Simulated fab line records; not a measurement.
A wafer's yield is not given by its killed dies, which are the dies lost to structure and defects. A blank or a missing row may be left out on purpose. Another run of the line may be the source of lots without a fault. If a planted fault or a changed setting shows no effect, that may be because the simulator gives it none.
fab line records ; flow sky130
record: lots: 13; wafers: 38; lastDay: 50
route steps=708 shown METAL3@564 VIA3@574 METAL4@626 PAD_OPEN@708
lots that met no fault: from a run of the same line without faults
startH: hours from the record's first day to the start of the lot's first wafer shown ; waitH: time in hours since the lot's previous step ; " the same as in the row above ; L1.1+2: one row covering several wafers at once ; - value missing, or start not given ; * or withheld: withheld ; < > ~ a bound
route shown NAME@n: NAME is a module with steps in the file, n the number in the route of the first one ; usual: the fault-free wafers' mean and standard deviation ; same: alike in all rows ; chamber/n: place in a boat ; sites: readings site by site ; _std_site: their standard deviation ; _edge_site: outer sites' mean less inner sites' ; radiusMm: for every site, how far away it sits from the centre of the wafer ; mask NAME#n: copy n ; behind: the last tool/chamber to shape the wafer ; hold: why the lot went on hold/how many hours it stayed there/how the hold came to an end ; device: names the non-switching transistor (n, p or np) ; end of line: the tests these same wafers got at the end of their route ; a step with no rows: only its recipe ; killed: dies that structure and defects cost at the first sort, which is not the same as the wafer's yield ; map: a wafer's dies, x killed, . not, _ none there
set.NAME: setting as actually run; set.NAME@STEP: the setting as run at that earlier step ; model.NAME: the simulator's own value behind a step, which no gauge read
route steps across a sampled set of lots; one table per step, one row per wafer
services: a tool's chamber out of use, with start hour (startH, from the record's first day; less than 0 if before it), hours out, and reason
== steps ==
step: SKY_METAL3_OVL_MEAS_14
usual: METAL3_OVL: 2/5.6
lot.wafer;tool;chamber;startH;waitH;METAL3_OVL[nm]
L621.2;overlay-01;-;905.74;0.1;10
L621.4;overlay-01;-;905.74;0.1;8
L621.5;overlay-01;-;905.74;0.1;9
L625.2;overlay-01;-;933.98;0.1;0
L625.3;overlay-01;-;933.98;0.1;3
L625.4;overlay-01;-;933.98;0.1;3
L626.1;overlay-01;-;946.33;0.1;10
L626.3;overlay-01;-;946.33;0.1;10
L626.5;overlay-01;-;946.33;0.1;6
L628.1;overlay-02;-;967.46;0.1;3
L628.4;overlay-02;-;967.46;0.1;9
L628.6;overlay-02;-;967.46;0.1;7
L633.4;overlay-01;-;994.60;0.1;10
L633.6;overlay-01;-;994.60;0.1;11
L634.1;overlay-01;-;996.73;0.1;1
L634.5;overlay-01;-;996.73;0.1;3
L634.6;overlay-01;-;996.73;0.1;3
L636.1;overlay-02;-;1015.53;0.1;3
L636.2;overlay-02;-;1015.53;0.1;6
L636.3;overlay-02;-;1015.53;0.1;6
L637.2;overlay-01;-;1020.04;0.1;1
L637.4;overlay-01;-;1020.04;0.1;-1
L637.6;overlay-01;-;1020.04;0.1;2
L640.3;overlay-01;-;1028.89;0.1;1
L640.4;overlay-01;-;1028.89;0.1;-2
L640.6;overlay-01;-;1028.89;0.1;3
L641.1;overlay-02;-;1035.18;0.1;-6
L641.4;overlay-02;-;1035.18;0.1;-1
L641.5;overlay-02;-;1035.18;0.1;-9
L643.2;overlay-02;-;1051.24;0.1;-4
L643.4;overlay-02;-;1051.24;0.1;0
L643.5;overlay-02;-;1051.24;0.1;-6
L644.1;overlay-02;-;1054.96;0.1;-5
L644.3;overlay-02;-;1054.96;0.1;-9
L644.6;overlay-02;-;1054.96;0.1;0
L642.1;overlay-01;-;1060.43;0.1;3
L642.4;overlay-01;-;1060.43;0.1;1
L642.6;overlay-01;-;1060.43;0.1;-2
step: SKY_METAL3_METAL_ETCH_18
recipe: targetDepthA: 8450; stopOn: SiO2; overEtchFrac: 0.3; timeS: 183.1; chemistry: Cl2/BCl3; resistSidewallDeg: 88; pressureMtorr: 10; icpW: 900; biasW: 48.5; Cl2_flow_sccm: 60; bcl3FlowSccm: 30
usual: drypumpMotorCurrentA: 5.7/0.32; mfcCl2Sccm: 60.01/0.16; oesProductAu: 0.864/0.0076; throttleValvePct: 22.264/0.0098
lot.wafer;tool;chamber;startH;waitH;drypumpMotorCurrentA;mfcCl2Sccm;oesProductAu;rfHoursCounterH;throttleValvePct
L621.2;rieMetal-04;1;905.92;0.0;5.9;59.99;0.877;16;22.265
L621.4;rieMetal-04;1;905.92;0.0;5.9;59.90;0.871;-;22.264
L621.5;rieMetal-04;1;905.92;0.0;5.9;60.01;0.877;-;22.277
L625.2;rieMetal-04;1;934.16;0.0;5.9;60.27;0.874;18;22.271
L625.3;rieMetal-04;1;934.16;0.0;5.9;60.27;0.874;-;22.258
L625.4;rieMetal-04;0;934.16;0.0;5.4;60.20;0.866;-;22.272
L626.1;rieMetal-03;1;946.52;0.0;6.3;59.95;0.862;5;22.272
L626.3;rieMetal-03;1;946.52;0.0;6.3;59.90;0.872;-;22.291
L626.5;rieMetal-03;0;946.52;0.0;5.8;60.03;0.862;-;22.271
L628.1;rieMetal-02;1;967.65;0.0;6.0;60.04;0.872;9;22.267
L628.4;rieMetal-02;0;967.65;0.0;5.5;60.03;0.866;-;22.258
L628.6;rieMetal-02;1;967.65;0.0;6.0;60.19;0.869;-;22.284
L633.4;rieMetal-02;0;994.83;0.1;5.5;59.66;0.872;-;22.265
L633.6;rieMetal-02;1;994.83;0.1;6.0;59.88;0.866;-;22.264
L634.1;rieMetal-03;1;996.92;0.0;6.3;59.77;0.881;8;22.270
L634.5;rieMetal-03;0;996.92;0.0;5.8;59.99;0.862;-;22.249
L634.6;rieMetal-03;1;996.92;0.0;6.3;59.82;0.878;-;22.268
L636.1;rieMetal-04;0;1015.72;0.0;5.3;59.94;0.860;20;22.255
L636.2;rieMetal-04;0;1015.72;0.0;5.4;59.79;0.857;-;22.249
L636.3;rieMetal-04;0;1015.72;0.0;5.3;60.12;0.849;-;22.254
L637.2;rieMetal-04;0;1020.28;0.1;5.4;60.01;0.866;-;22.268
L637.4;rieMetal-04;0;1020.28;0.1;5.4;60.19;0.857;-;22.273
L637.6;rieMetal-04;0;1020.28;0.1;5.4;59.86;0.839;-;22.267
L640.3;rieMetal-02;0;1029.13;0.1;5.5;59.74;0.865;-;22.271
L640.4;rieMetal-02;1;1029.13;0.1;6.0;60.30;0.860;-;22.262
L640.6;rieMetal-02;1;1029.13;0.1;6.0;60.11;0.859;-;22.259
L641.1;rieMetal-03;1;1035.37;0.0;6.3;59.78;0.863;10;22.268
L641.4;rieMetal-03;1;1035.37;0.0;6.3;60.07;0.849;-;22.269
L641.5;rieMetal-03;0;1035.37;0.0;5.8;60.02;0.872;-;22.244
L643.2;rieMetal-04;0;1051.42;0.0;5.4;60.04;0.853;24;22.261
L643.4;rieMetal-04;0;1051.42;0.0;5.4;60.33;0.861;-;22.269
L643.5;rieMetal-04;1;1051.42;0.0;5.9;60.15;0.859;-;22.248
L644.1;rieMetal-04;1;1055.15;0.0;5.9;60.02;0.869;1;22.270
L644.3;rieMetal-04;1;1055.15;0.0;5.9;59.85;0.856;-;22.275
L644.6;rieMetal-04;1;1055.15;0.0;6.0;60.19;0.851;-;22.268
L642.1;rieMetal-03;0;1060.74;0.0;5.8;60.07;0.853;12;22.264
L642.4;rieMetal-03;0;1060.74;0.0;5.8;60.00;0.855;-;22.269
L642.6;rieMetal-03;0;1060.74;0.0;5.8;59.79;0.862;-;22.258
step: SKY_VIA3_THK_MEAS_01
recipe: reads: SiO2_of_VIA3_HDPCVD_00
usual: VIA3_HDPCVD_THK: 1633/17
lot.wafer;tool;chamber;startH;waitH;VIA3_HDPCVD_THK[nm]
L621.2;filmMetro-03;-;906.96;0.2;1646
L621.4;filmMetro-03;-;906.96;0.2;1639
L621.5;filmMetro-03;-;906.96;0.2;1648
L625.2;filmMetro-03;-;935.11;0.1;1644
L625.3;filmMetro-03;-;935.11;0.1;1641
L625.4;filmMetro-03;-;935.11;0.1;1626
L626.1;filmMetro-04;-;947.45;0.1;1658
L626.3;filmMetro-04;-;947.45;0.1;1631
L626.5;filmMetro-04;-;947.45;0.1;1669
L628.1;filmMetro-03;-;968.63;0.1;1653
L628.4;filmMetro-03;-;968.63;0.1;1656
L628.6;filmMetro-03;-;968.63;0.1;1629
L633.4;filmMetro-03;-;995.76;0.0;1624
L633.6;filmMetro-03;-;995.76;0.0;1632
L634.1;filmMetro-04;-;997.89;0.1;1641
L634.5;filmMetro-04;-;997.89;0.1;1625
L634.6;filmMetro-04;-;997.89;0.1;1623
L636.1;filmMetro-04;-;1016.92;0.1;1626
L636.2;filmMetro-04;-;1016.92;0.1;1611
L636.3;filmMetro-04;-;1016.92;0.1;1629
L637.2;filmMetro-01;-;1021.34;0.1;1621
L637.4;filmMetro-01;-;1021.34;0.1;1622
L637.6;filmMetro-01;-;1021.34;0.1;1607
L640.3;filmMetro-03;-;1030.02;0.1;1633
L640.4;filmMetro-03;-;1030.02;0.1;1628
L640.6;filmMetro-03;-;1030.02;0.1;1624
L641.1;filmMetro-03;-;1036.31;0.1;1616
L641.4;filmMetro-03;-;1036.31;0.1;1602
L641.5;filmMetro-03;-;1036.31;0.1;1621
L643.2;filmMetro-04;-;1052.36;0.1;1669
L643.4;filmMetro-04;-;1052.36;0.1;1628
L643.5;filmMetro-04;-;1052.36;0.1;1656
L644.1;filmMetro-03;-;1056.08;0.1;1614
L644.3;filmMetro-03;-;1056.08;0.1;1635
L644.6;filmMetro-03;-;1056.08;0.1;1611
L642.1;filmMetro-03;-;1061.68;0.1;1627
L642.4;filmMetro-03;-;1061.68;0.1;1631
L642.6;filmMetro-03;-;1061.68;0.1;1646
step: SKY_METAL4_EXPOSE_10
recipe: maskId: MM4; na: 0.68; sourceShape: annular; sigmaInner: 0.4; sigmaOuter: 0.8; targetCdNm: 300; doseMj: 28
lot.wafer;tool;chamber;startH;waitH;mask
L621.2+4+5;krfScanner-02;0;970.33;-;MM4#0
L625.2+3+4;krfScanner-02;0;998.26;-;MM4#0
L626.1+3+5;krfScanner-01;0;1011.32;-;MM4#0
L628.1+4+6;krfScanner-01;0;1029.44;-;MM4#0
L633.4+6;krfScanner-01;0;1054.06;-;MM4#0
L634.1+5+6;krfScanner-02;0;1056.92;-;MM4#0
L636.1+2+3;krfScanner-01;0;1073.86;-;MM4#0
L637.2+4+6;krfScanner-01;0;1078.51;-;MM4#0
L640.3+4+6;krfScanner-01;0;1087.53;-;MM4#0
L641.1+4+5;krfScanner-01;0;1092.63;-;MM4#0
L643.2+4+5;krfScanner-02;0;1108.89;-;MM4#0
L644.1+3+6;krfScanner-02;0;1111.11;-;MM4#0
L642.1+4+6;krfScanner-02;0;1114.81;-;MM4#0
step: SKY_METAL4_CD_MEAS_13
recipe: targetCdNm: 300
usual: cdNm: 300.3/1.3
lot.wafer;tool;chamber;startH;waitH;cdNm
L621.2;cdSem-01;-;981.13;-;301.1
L621.4;cdSem-01;-;981.13;-;300.1
L621.5;cdSem-01;-;981.13;-;300.5
L625.2;cdSem-01;-;1008.78;-;301.4
L625.3;cdSem-01;-;1008.78;-;299.6
L625.4;cdSem-01;-;1008.78;-;300.2
L626.1;cdSem-02;-;1022.56;-;301.3
L626.3;cdSem-02;-;1022.56;-;301.5
L626.5;cdSem-02;-;1022.56;-;300.9
L628.1;cdSem-02;-;1040.99;-;298.2
L628.4;cdSem-02;-;1040.99;-;298.5
L628.6;cdSem-02;-;1040.99;-;298.8
L633.4;cdSem-01;-;1065.47;-;300.1
L633.6;cdSem-01;-;1065.47;-;301.2
L634.1;cdSem-01;-;1068.09;-;298.5
L634.5;cdSem-01;-;1068.09;-;298.5
L634.6;cdSem-01;-;1068.09;-;298.5
L636.1;cdSem-02;-;1084.71;-;300.9
L636.2;cdSem-02;-;1084.71;-;301.1
L636.3;cdSem-02;-;1084.71;-;300.4
L637.2;cdSem-01;-;1089.43;-;300.9
L637.4;cdSem-01;-;1089.43;-;301.5
L637.6;cdSem-01;-;1089.43;-;300.5
L640.3;cdSem-01;-;1096.63;-;186.1
L640.4;cdSem-01;-;1096.63;-;92.8
L640.6;cdSem-01;-;1096.63;-;245.9
L641.1;cdSem-02;-;1100.91;-;160.6
L641.4;cdSem-02;-;1100.91;-;120.4
L641.5;cdSem-02;-;1100.91;-;239.6
L643.2;cdSem-02;-;1117.86;-;299.1
L643.4;cdSem-02;-;1117.86;-;299.7
L643.5;cdSem-02;-;1117.86;-;299.6
L644.1;cdSem-01;-;1119.94;-;297.9
L644.3;cdSem-01;-;1119.94;-;298.8
L644.6;cdSem-01;-;1119.94;-;299.1
L642.1;cdSem-01;-;1124.26;-;300.8
L642.4;cdSem-01;-;1124.26;-;301.4
L642.6;cdSem-01;-;1124.26;-;300.8
step: SKY_PAD_OPEN_PROBE_99
usual: defectLimitedYield: 82.6/1.8; killed_at_M0_to_M3: 43/6.3; killed_at_M4_up: 3.0/1.6; killedAtContacts: 25/5; killedAtFrontEnd: 15/4.4; killedAtOther: 0.3/0.8; killedDies: 85/8.7; killedOnRim: 17/3.7; killedOpen: 47/6.9; killedShort: 38/6.3
same: grossDies: 492; killedAtBackSide: 0
lot.wafer;tool;chamber;startH;waitH;defectLimitedYield[%];killed_at_M0_to_M3;killed_at_M4_up;killedAtContacts;killedAtFrontEnd;killedAtOther;killedDies;killedOnRim;killedOpen;killedShort
L621.2;prober-01;-;1077.99;0.1;86.2;30;3;24;11;0;68;14;34;34
L621.4;prober-01;-;1078.09;0.2;84.3;33;2;27;15;0;77;15;44;33
L621.5;prober-01;-;1078.14;0.2;82.5;38;0;28;19;1;86;20;49;37
L625.2;prober-01;-;1101.13;0.1;80.1;52;5;24;16;1;98;18;51;47
L625.3;prober-01;-;1101.18;0.2;80.3;51;5;17;24;0;97;18;46;51
L625.4;prober-01;-;1101.23;0.2;82.7;35;3;27;20;0;85;14;42;43
L626.1;prober-02;-;1113.78;0.1;80.3;51;2;31;12;1;97;19;62;35
L626.3;prober-02;-;1113.88;0.2;82.5;38;4;27;16;1;86;21;49;37
L626.5;prober-02;-;1113.98;0.2;82.5;41;3;34;8;0;86;21;46;40
L628.1;prober-01;-;1129.24;0.1;83.1;34;0;31;17;1;83;12;36;47
L628.4;prober-01;-;1129.39;0.2;82.5;44;3;24;14;1;86;25;47;31
L628.6;prober-01;-;1129.49;0.2;80.5;48;1;29;18;0;96;17;57;37
L633.4;prober-01;-;1153.52;0.2;81.5;42;4;26;18;1;91;13;53;38
L633.6;prober-01;-;1153.62;0.2;85.2;37;0;18;18;0;73;15;42;31
L634.1;prober-02;-;1154.09;0.1;81.3;55;4;19;14;0;92;22;46;46
L634.5;prober-02;-;1154.29;0.2;82.7;43;0;27;15;0;85;14;45;40
L634.6;prober-02;-;1154.34;0.2;81.7;49;1;22;18;0;90;23;51;39
L636.1;prober-01;-;1167.78;0.1;86.4;27;1;22;17;0;67;13;31;36
L636.2;prober-01;-;1167.83;0.1;80.7;50;4;23;18;0;95;18;50;45
L636.3;prober-01;-;1167.88;0.2;82.1;42;4;32;10;0;88;8;48;40
L637.2;prober-01;-;1171.86;0.1;83.9;37;4;29;9;0;79;17;51;28
L637.4;prober-01;-;1171.96;0.2;83.9;48;1;22;8;0;79;12;48;31
L637.6;prober-01;-;1172.06;0.2;80.9;43;2;33;16;0;94;17;54;40
L640.3;prober-02;-;1179.13;0.2;0;39;415;21;16;1;492;96;42;41
L640.4;prober-02;-;1179.18;0.2;0;43;403;29;16;1;492;96;39;54
L640.6;prober-02;-;1179.28;0.2;38.4;55;216;21;11;0;303;91;39;54
L643.2;prober-02;-;1195.82;0.1;85.2;36;4;24;9;0;73;14;36;37
L643.4;prober-02;-;1195.92;0.2;82.7;42;2;29;12;0;85;20;47;38
L643.5;prober-02;-;1195.97;0.2;83.3;46;5;21;10;0;82;14;42;40
L644.1;prober-02;-;1196.58;0.1;82.7;41;3;28;13;0;85;16;40;45
L644.3;prober-02;-;1196.68;0.2;84.1;35;1;23;19;0;78;15;46;32
L644.6;prober-02;-;1196.83;0.2;83.7;43;2;26;9;0;80;16;41;39
L642.1;prober-01;-;1199.55;0.1;84.3;40;3;22;11;1;77;21;40;37
L642.4;prober-01;-;1199.70;0.2;83.7;41;4;25;10;0;80;22;51;29
L642.6;prober-01;-;1199.80;0.2;83.1;49;4;16;14;0;83;17;45;38
killed by level:class
L621.2 CONTACT:geometricParticle:open=10 VIA1:geometricParticle:open=7 LOCAL_INTERCONNECT:geometricParticle:short=6 VIA2:geometricParticle:open=4 VIA3:geometricParticle:open=4 FIELD_ISO:geometricParticle:short=3 LI_CONTACT:geometricParticle:open=3 METAL1:geometricParticle:short=3
L621.4 VIA1:geometricParticle:open=11 CONTACT:geometricParticle:open=8 LI_CONTACT:geometricParticle:open=6 CONTACT:geometricParticle:short=5 VIA2:geometricParticle:open=5 FIELD_ISO:geometricParticle:short=4 FIELD_ISO:geometricParticle:open=4 LOCAL_INTERCONNECT:geometricParticle:short=4
L621.5 CONTACT:geometricParticle:open=14 VIA3:geometricParticle:open=8 METAL1:geometricParticle:short=7 FIELD_ISO:geometricParticle:open=5 POLY_GATE:geometricParticle:short=5 LI_CONTACT:geometricParticle:open=5 VIA2:geometricParticle:open=5 CONTACT:geometricParticle:short=4
L625.2 CONTACT:geometricParticle:open=11 METAL2:geometricParticle:short=10 VIA3:geometricParticle:open=9 FIELD_ISO:geometricParticle:open=8 VIA1:geometricParticle:open=8 VIA1:geometricParticle:short=7 METAL1:geometricParticle:short=5 VIA2:geometricParticle:short=5
L625.3 VIA1:geometricParticle:open=9 VIA3:geometricParticle:open=9 LOCAL_INTERCONNECT:geometricParticle:short=7 FIELD_ISO:geometricParticle:short=6 VIA1:geometricParticle:short=6 METAL2:geometricParticle:short=6 POLY_GATE:geometricParticle:open=5 METAL1:geometricParticle:short=5
L625.4 VIA1:geometricParticle:open=9 LI_CONTACT:geometricParticle:open=7 METAL2:geometricParticle:short=7 FIELD_ISO:geometricParticle:short=6 CONTACT:geometricParticle:open=6 LOCAL_INTERCONNECT:geometricParticle:short=5 VIA3:geometricParticle:open=5 POLY_CUT:geometricParticle:open=4
L626.1 CONTACT:geometricParticle:open=15 VIA1:geometricParticle:open=13 LI_CONTACT:geometricParticle:open=9 METAL2:geometricParticle:short=7 VIA2:geometricParticle:open=6 METAL1:geometricParticle:open=5 METAL1:geometricParticle:short=5 FIELD_ISO:geometricParticle:short=4
L626.3 VIA1:geometricParticle:open=11 CONTACT:geometricParticle:open=9 VIA3:geometricParticle:open=8 LI_CONTACT:geometricParticle:open=6 FIELD_ISO:geometricParticle:short=5 VIA2:geometricParticle:open=5 LOCAL_INTERCONNECT:geometricParticle:short=5 CONTACT:geometricParticle:short=5
L626.5 CONTACT:geometricParticle:open=13 VIA1:geometricParticle:open=11 VIA1:geometricParticle:short=7 METAL1:geometricParticle:short=7 VIA3:geometricParticle:open=7 LI_CONTACT:geometricParticle:short=6 CONTACT:geometricParticle:short=6 LI_CONTACT:geometricParticle:open=5
L628.1 CONTACT:geometricParticle:open=8 LI_CONTACT:geometricParticle:open=7 LOCAL_INTERCONNECT:geometricParticle:short=7 FIELD_ISO:geometricParticle:short=6 VIA1:geometricParticle:short=6 METAL1:geometricParticle:short=6 VIA1:geometricParticle:open=6 LI_CONTACT:geometricParticle:short=5
L628.4 VIA1:geometricParticle:open=14 LI_CONTACT:geometricParticle:open=9 VIA1:areaEtch=8 CONTACT:geometricParticle:short=6 METAL1:geometricParticle:short=6 FIELD_ISO:geometricParticle:open=5 VIA3:geometricParticle:open=5 CONTACT:geometricParticle:open=5
L628.6 CONTACT:geometricParticle:open=11 LI_CONTACT:geometricParticle:open=8 METAL1:geometricParticle:short=8 VIA2:geometricParticle:open=8 VIA1:geometricParticle:open=7 VIA3:geometricParticle:open=7 FIELD_ISO:geometricParticle:open=6 LOCAL_INTERCONNECT:geometricParticle:short=4
L633.4 CONTACT:geometricParticle:open=10 VIA3:geometricParticle:open=10 VIA1:geometricParticle:open=9 VIA2:geometricParticle:open=6 FIELD_ISO:geometricParticle:short=5 CONTACT:geometricParticle:short=5 LI_CONTACT:geometricParticle:open=4 FIELD_ISO:geometricParticle:open=4
L633.6 VIA1:geometricParticle:open=11 FIELD_ISO:geometricParticle:open=7 METAL2:geometricParticle:short=7 CONTACT:geometricParticle:open=6 CONTACT:geometricParticle:short=5 VIA2:geometricParticle:open=5 LI_CONTACT:geometricParticle:open=4 POLY_GATE:geometricParticle:short=4
L634.1 VIA1:geometricParticle:open=12 METAL1:geometricParticle:short=9 CONTACT:geometricParticle:open=7 VIA3:geometricParticle:open=6 VIA3:geometricParticle:short=6 LI_CONTACT:geometricParticle:open=4 VIA1:geometricParticle:short=4 VIA2:geometricParticle:short=4
L634.5 VIA1:geometricParticle:open=11 CONTACT:geometricParticle:open=8 LOCAL_INTERCONNECT:geometricParticle:short=7 VIA3:geometricParticle:open=6 POLY_GATE:geometricParticle:open=5 METAL2:geometricParticle:short=5 METAL1:geometricParticle:short=4 LI_CONTACT:geometricParticle:open=4
L634.6 VIA2:geometricParticle:open=14 VIA1:geometricParticle:open=10 CONTACT:geometricParticle:open=9 VIA1:geometricParticle:short=8 CONTACT:geometricParticle:short=7 FIELD_ISO:geometricParticle:short=6 FIELD_ISO:geometricParticle:open=5 POLY_GATE:geometricParticle:open=4
L636.1 FIELD_ISO:geometricParticle:short=7 CONTACT:geometricParticle:open=7 LI_CONTACT:geometricParticle:open=6 VIA3:geometricParticle:short=5 FIELD_ISO:geometricParticle:open=4 LI_CONTACT:geometricParticle:short=4 VIA1:geometricParticle:short=4 VIA2:geometricParticle:open=4
L636.2 VIA1:geometricParticle:open=13 VIA3:geometricParticle:open=11 CONTACT:geometricParticle:open=9 LOCAL_INTERCONNECT:geometricParticle:short=6 VIA1:geometricParticle:short=5 METAL1:geometricParticle:short=5 POLY_GATE:geometricParticle:short=4 METAL4:geometricParticle:short=4
L636.3 LI_CONTACT:geometricParticle:open=14 VIA1:geometricParticle:open=11 CONTACT:geometricParticle:open=7 METAL2:geometricParticle:short=7 VIA1:geometricParticle:short=5 FIELD_ISO:geometricParticle:open=4 VIA3:geometricParticle:open=4 CONTACT:geometricParticle:short=4
L637.2 CONTACT:geometricParticle:open=12 LI_CONTACT:geometricParticle:open=9 VIA1:geometricParticle:open=7 METAL2:geometricParticle:short=5 VIA2:geometricParticle:open=5 VIA3:geometricParticle:open=4 LOCAL_INTERCONNECT:geometricParticle:short=3 CONTACT:geometricParticle:short=3
L637.4 VIA1:geometricParticle:open=13 VIA2:geometricParticle:open=9 LI_CONTACT:geometricParticle:short=6 LI_CONTACT:geometricParticle:open=5 CONTACT:geometricParticle:short=5 VIA3:geometricParticle:open=5 FIELD_ISO:geometricParticle:open=4 VIA1:geometricParticle:short=4
L637.6 CONTACT:geometricParticle:open=15 VIA1:geometricParticle:open=9 METAL2:geometricParticle:short=6 POLY_GATE:geometricParticle:open=5 LI_CONTACT:geometricParticle:open=5 VIA2:geometricParticle:open=5 VIA3:geometricParticle:short=5 FIELD_ISO:geometricParticle:open=4
L640.3 METAL4:areaExpose=409 VIA1:geometricParticle:open=12 CONTACT:geometricParticle:open=7 VIA1:geometricParticle:short=7 METAL4:geometricParticle:short=6 CONTACT:geometricParticle:short=6 FIELD_ISO:geometricParticle:open=5 POLY_GATE:geometricParticle:open=5
L640.4 METAL4:areaExpose=399 CONTACT:geometricParticle:open=11 VIA1:geometricParticle:short=11 VIA1:geometricParticle:open=9 CONTACT:geometricParticle:short=8 METAL1:geometricParticle:short=7 LOCAL_INTERCONNECT:geometricParticle:short=5 SPACER:geometricParticle:open=4
L640.6 METAL4:areaExpose=210 VIA1:geometricParticle:open=13 CONTACT:geometricParticle:open=9 METAL1:geometricParticle:short=9 LOCAL_INTERCONNECT:geometricParticle:short=7 VIA1:geometricParticle:short=7 VIA3:geometricParticle:short=6 FIELD_ISO:geometricParticle:short=5
L643.2 CONTACT:geometricParticle:open=14 VIA1:geometricParticle:open=7 METAL2:geometricParticle:short=6 CONTACT:geometricParticle:short=5 FIELD_ISO:geometricParticle:short=4 METAL1:geometricParticle:short=4 VIA2:geometricParticle:open=4 LI_CONTACT:geometricParticle:open=3
L643.4 CONTACT:geometricParticle:open=16 VIA1:geometricParticle:open=11 CONTACT:geometricParticle:short=6 METAL1:geometricParticle:short=6 VIA1:geometricParticle:short=5 VIA2:geometricParticle:open=4 VIA3:geometricParticle:short=4 VIA3:geometricParticle:open=4
L643.5 VIA1:geometricParticle:open=15 LI_CONTACT:geometricParticle:open=6 CONTACT:geometricParticle:open=6 METAL1:geometricParticle:short=5 VIA3:geometricParticle:open=5 VIA1:geometricParticle:short=5 VIA3:geometricParticle:short=5 LOCAL_INTERCONNECT:geometricParticle:short=4
L644.1 CONTACT:geometricParticle:open=9 LOCAL_INTERCONNECT:geometricParticle:short=9 VIA1:geometricParticle:open=9 VIA3:geometricParticle:open=8 LI_CONTACT:geometricParticle:open=5 METAL3:geometricParticle:short=5 VIA3:geometricParticle:short=5 POLY_GATE:geometricParticle:open=4
L644.3 LI_CONTACT:geometricParticle:open=10 POLY_GATE:geometricParticle:open=8 CONTACT:geometricParticle:open=6 VIA3:geometricParticle:open=6 VIA1:geometricParticle:open=6 POLY_GATE:geometricParticle:short=5 METAL1:geometricParticle:short=5 METAL2:geometricParticle:short=5
L644.6 CONTACT:geometricParticle:open=9 VIA2:geometricParticle:open=7 VIA1:geometricParticle:open=7 LI_CONTACT:geometricParticle:open=7 METAL2:geometricParticle:short=7 LOCAL_INTERCONNECT:geometricParticle:short=5 METAL1:geometricParticle:short=4 METAL3:geometricParticle:short=4
L642.1 CONTACT:geometricParticle:open=12 METAL2:geometricParticle:short=8 VIA3:geometricParticle:open=7 VIA3:geometricParticle:short=6 LI_CONTACT:geometricParticle:open=5 METAL3:geometricParticle:short=5 CONTACT:geometricParticle:short=4 VIA1:geometricParticle:short=4
L642.4 CONTACT:geometricParticle:open=10 LI_CONTACT:geometricParticle:open=9 VIA1:geometricParticle:open=7 METAL1:geometricParticle:short=6 VIA2:geometricParticle:open=5 VIA3:geometricParticle:open=5 METAL2:geometricParticle:open=4 VIA3:geometricParticle:short=4
L642.6 VIA1:geometricParticle:open=10 VIA2:geometricParticle:open=9 VIA3:geometricParticle:open=7 CONTACT:geometricParticle:open=6 METAL2:geometricParticle:short=6 FIELD_ISO:geometricParticle:short=5 LI_CONTACT:geometricParticle:short=4 VIA3:geometricParticle:short=4
== services ==
tool;chamber;startH;hours;kind
rieMetal-03;-;890.32;0.9;repair
krfScanner-01;-;890.86;1.0;pm
krfScanner-02;-;901.01;0.3;repair
krfScanner-01;-;903.59;1.5;repair
krfScanner-02;-;907.38;1.0;pm
krfScanner-01;-;936.58;4.0;pm
krfScanner-01;-;942.85;0.4;repair
krfScanner-02;-;956.81;1.3;pm
krfScanner-01;-;972.22;1.3;pm
krfScanner-02;-;990.15;1.1;repair
krfScanner-01;-;996.38;0.2;repair
krfScanner-01;-;1002.14;0.8;pm
rieMetal-04;1;1015.41;-;clean
rieMetal-04;1;1015.41;17.4;scheduledDown
rieMetal-04;1;1015.41;17.4;ventCycle
rieMetal-02;-;1023.65;2.8;pm
krfScanner-02;-;1036.66;0.8;pm
rieMetal-03;-;1051.90;0.4;repair
rieMetal-02;1;1057.53;10.4;repair
krfScanner-01;-;1059.86;1.0;pm
krfScanner-01;-;1074.10;1.4;repair
rieMetal-03;-;1074.59;2.8;pm
krfScanner-02;-;1076.38;1.0;pm
krfScanner-01;-;1110.88;1.3;repair
== key ==
firstSign: step: SKY_METAL4_CD_MEAS_13; reading: cdNm; direction: down; sigmas: 94; usual: 300.3; struck: 174.2
effect: step: SKY_PAD_OPEN_PROBE_99; reading: killed_at_M4_up; direction: up; sigmas: 99+; usual: 3.0; struck: 344.7
moreKillsBornAt: SKY_METAL4_EXPOSE_10@krfScanner-01: 1018
metAt SKY_METAL4_EXPOSE_10
struckLots L640,L641
rowsEnd L641.1,L641.4,L641.5
laterRowsLeftOut L640.3,L640.4
notActingAt SKY_METAL3_OVL_MEAS_14,SKY_METAL3_METAL_ETCH_18,SKY_VIA3_THK_MEAS_01
onsetBetween 1078.51 1087.53
fault: kind: processParameterDrift; tool: krfScanner-01; chamber: -; onsetH: 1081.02; steps: SKY_METAL4_EXPOSE_10; channel: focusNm; offset: 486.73; spreadByWafer: 0.3; shape: step
laterRowsLeftOut: the simulator's readings of these wafers behind a module that went badly wrong aren't trusted and aren't shown, but for the sort
rowsEnd: these wafers met a further fault down the route, and their rows from its step on are left out
